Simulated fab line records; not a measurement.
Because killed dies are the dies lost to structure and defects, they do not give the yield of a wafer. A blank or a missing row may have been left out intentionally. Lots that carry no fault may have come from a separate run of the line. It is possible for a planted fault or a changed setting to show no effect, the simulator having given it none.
Struck lot and sound lot, side by side / flow sky130 / 42 steps out of a route of 708
Sound: the wafers L360.1, L360.4, L360.5. Struck: wafers L352.1, L352.2, L352.6. The cause is given at the end.
Each step with rows lists, per side, the tool, then ch with its chambers, then its first start. Under that, the readings that differ: sound wafers / struck wafers / difference of the means / sigmas: that difference in standard deviations of wafers without a fault.
alike: a reading whose means differ by less than 2 such deviations, as well as words and numbers matching on both sides. not compared: withheld readings; readings where some wafer has no value; bounds like >300 that might hide an equal value; numbers whose values overlap and for which the record gives no deviation.
Wherever a step has rows on one side only, a row that says differs or no value, or a row with sigmas, the two part there. When numbers do not overlap yet have no deviation, they are printed without sigmas and do not part them. Lack of a reading on every wafer of one side parts them only where that side has two or more wafers.

first, 4 steps without rows for these wafers: SKY_PWDE_SOFTBAKE_03; SKY_PWDE_EXPOSE_04 (exposes mask PWDEM, target cd 840 nm); SKY_PWDE_PEB_05; SKY_PWDE_DEVELOP_06 (develop time 60 s).
SKY_PWDE_OVL_MEAS_07:
  sound on overlay-01, day 7 16:12; struck on overlay-02, day 5 17:48
  alike: PWDE_OVL
then, 1 step without rows for these wafers: SKY_PWDE_IMPLANT_08.
SKY_PWDE_STRIP_09: strips in O2/N2.
  sound on plasmaAsher-04 ch 0,1, day 7 16:24; struck on plasmaAsher-01 ch 0,1, day 5 17:59
  alike: drypumpMotorCurrentA, oesProductAu, stripTimeToEndpointS
  not compared: rfHoursCounterH
SKY_PWDE_TW_MEAS_10:
  sound on filmMetro-03, day 7 16:30; struck on filmMetro-02, day 5 18:05
  alike: PWDE_TW
then, 4 steps without rows for these wafers: SKY_NWELL_DEHYDRATE_03 (time 60 s); SKY_NWELL_HMDS_04 (prime time 60 s); SKY_NWELL_COAT_05 (resist thk 3000 nm); SKY_NWELL_SOFTBAKE_06.
SKY_NWELL_EXPOSE_07: exposes mask NWM, target cd 840 nm.
  sound on ilineStepper-01 ch 0, day 8 02:41; struck on ilineStepper-02 ch 0, day 6 02:31
  alike: mask
then, 2 steps without rows for these wafers: SKY_NWELL_PEB_08; SKY_NWELL_DEVELOP_09 (develop time 60 s).
SKY_NWELL_OVL_MEAS_10:
  sound on overlay-01, day 8 13:13; struck on overlay-01, day 6 10:52
  alike: NWELL_00_OVL
then, 3 steps without rows for these wafers: SKY_NWELL_IMPLANT_11; SKY_NWELL_IMPLANT_12; SKY_NWELL_IMPLANT_13.
SKY_NWELL_STRIP_14: strips in O2/N2.
  sound on plasmaAsher-02 ch 0,1, day 8 13:41; struck on plasmaAsher-03 ch 0,1, day 6 11:22
  alike: drypumpMotorCurrentA, oesProductAu, stripTimeToEndpointS
  not compared: rfHoursCounterH
SKY_NWELL_TW_MEAS_15:
  sound on filmMetro-03, day 8 13:47; struck on filmMetro-01, day 6 11:28
  alike: NWELL_TW
then, 7 steps without rows for these wafers: SKY_NWELL_DEHYDRATE_16 (time 60 s); SKY_NWELL_HMDS_17 (prime time 60 s); SKY_NWELL_COAT_18 (resist thk 3000 nm); SKY_NWELL_SOFTBAKE_19; SKY_NWELL_EXPOSE_20 (exposes mask NWM COMPLEMENT, target cd 840 nm); SKY_NWELL_PEB_21; SKY_NWELL_DEVELOP_22 (develop time 60 s).
SKY_NWELL_OVL_MEAS_23:
  sound on overlay-01, day 9 11:17; struck on overlay-01, day 7 04:49
  alike: NWELL_01_OVL
then, 1 step without rows for these wafers: SKY_NWELL_IMPLANT_24.
SKY_NWELL_STRIP_25: strips in O2/N2.
  sound on plasmaAsher-01 ch 0,1, day 9 11:29; struck on plasmaAsher-02 ch 0,1, day 7 05:01
  alike: drypumpMotorCurrentA, oesProductAu, stripTimeToEndpointS
  not compared: rfHoursCounterH
SKY_NWELL_TW_MEAS_26:
  sound on filmMetro-02, day 9 11:35; struck on filmMetro-03, day 7 05:07
  alike: NWELL_2_TW
then, 1 step without rows for these wafers: SKY_NWELL_CLEAN_27 (cleans in SC1/SC2, time 150 s).
SKY_NWELL_RTA_28: time 30 s.
  sound on rtpAnneal-01 ch 0, day 9 11:42; struck on rtpAnneal-01 ch 0, day 7 05:13
  alike: annealTempCMax, chamberO2Ppm, lampPowerPct, wafer_temp_C_max
SKY_NWELL_RS_MEAS_29: a four-point-probe measurement.
  sound on filmMetro-03, day 9 11:48; struck on filmMetro-02, day 7 05:19
reading=NWELL_RS (ohm/sq); sound=625.5 625.9 625.9; struck=621.3 622.1 620.4; difference=-4.5; sigmas=-2
SKY_NWELL_RS_MEAS_31: a four-point-probe measurement.
  sound on filmMetro-03, day 9 12:02; struck on filmMetro-02, day 7 05:34
  alike: PWDE_RS
then, 5 steps without rows for these wafers: SKY_VT_ADJUST_HVTP_DEHYDRATE_00 (time 60 s); SKY_VT_ADJUST_HVTP_HMDS_01 (prime time 60 s); SKY_VT_ADJUST_HVTP_COAT_02 (resist thk 1140 nm); SKY_VT_ADJUST_HVTP_SOFTBAKE_03 (time 60 s); SKY_VT_ADJUST_HVTP_EXPOSE_04 (exposes mask HVTPM, target cd 380 nm).
-- here the record skips 41 days between the struck wafers' starts before and after, leaving off in module VT_ADJUST_HVTP and picking up in module PAD_OPEN (first step shown: number 708 of the route) --
SKY_PAD_OPEN_PROBE_99:
  sound on prober-02, day 49 16:52; struck on prober-01, day 47 20:22
reading=model.etest.nfet_16v.rOnOhmUm; sound=1.387e+04 1.396e+04 1.403e+04; struck=1.364e+04 1.364e+04 1.339e+04; difference=-3.967e+02; sigmas=
reading=model.etest.resNwell.lineOhmUm; sound=1170 1210 1231; struck=1079 1029 1017; difference=-162; sigmas=
reading=model.etest.resNwell.widthNm (nm); sound=842.6 843.1 841.1; struck=896 908.7 955; difference=+78; sigmas=
reading=model.etest.resIsoPwell.widthNm (nm); sound=2638 2644 2645; struck=2608 2598 2586; difference=-45; sigmas=
reading=model.etest.isoNwellNwell.leakLog10AUm; sound=-13.9 -13.93 -13.82; struck=-13.53 -13.19 -12.84; difference=+0.70; sigmas=
  alike: killed_at_M0_to_M3, killed_at_M4_up, killedAtContacts, killedAtFrontEnd, killedAtOther, killedDies, killedOpen, killedShort
  not compared: model.etest.pfet_16v.rOnOhmUm, model.etest.pfet_16v.driveUaUm

## WHERE THEY PART
Within this record, at SKY_NWELL_RS_MEAS_29 only. Later steps at which nothing parts them and some readings are alike: SKY_NWELL_RS_MEAS_31, SKY_PAD_OPEN_PROBE_99.

WHY: what had been put in by the simulator
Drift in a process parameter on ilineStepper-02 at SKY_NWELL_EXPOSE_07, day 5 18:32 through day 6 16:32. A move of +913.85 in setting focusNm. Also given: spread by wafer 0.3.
